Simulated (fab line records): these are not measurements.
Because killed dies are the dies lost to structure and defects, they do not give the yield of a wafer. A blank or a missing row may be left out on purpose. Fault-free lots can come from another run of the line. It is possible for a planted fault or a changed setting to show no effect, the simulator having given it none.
Chamber matching    flow gf180mcu    pecvd-02 running GF_V4_CVD_02: 3 sister chambers
The step deposits SiO2 from TEOS, target thk 850 nm, time 94.851 s. 6 wafers are shown with their chamber, then 9 later ones without.

## WAFERS PAIRED WITH THEIR CHAMBERS
wafer   chamber  heater-power-w (W)
L806.5  0        769
L813.1  0        718
L813.4  1        633
L818.3  2        530
L818.5  1        718
L818.6  2        546

## WAFERS WITHOUT THEIR CHAMBER
wafer   heater-power-w (W)
L822.1  545
L822.4  716
L822.5  453
L823.1  551
L823.3  719
L823.6  445
L826.1  662
L826.3  554
L826.5  570

## WHICH CHAMBER EACH ONE RAN IN
wafer   from the rows above      in truth
L822.1  2                        2
L822.4  can't be placed: 0 or 1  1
L822.5  2                        2
L823.1  2                        2
L823.3  can't be placed: 0 or 1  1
L823.6  2                        2
L826.1  can't be placed: 1 or 0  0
L826.3  2                        2
L826.5  can't be placed: 2 or 1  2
5 of 9 placed correctly. Can't be placed from these rows: 4 (the true chamber is among the candidates in 4). Placed wrongly: 0.
How it was worked out, from the rows above alone: a wafer's distance from a chamber is the root of the sum, over the readings, of the square of ((its reading less the chamber's mean) divided by the reading's scatter). If the next closest chamber is less than 2 further off than the closest, the wafer can't be placed; otherwise it belongs to the closest. A chamber's mean is the mean of its shown wafers. The scatter: take each reading less its chamber's mean, square it, sum over the shown wafers, divide by the number of wafers less the number of chambers, and take the root.
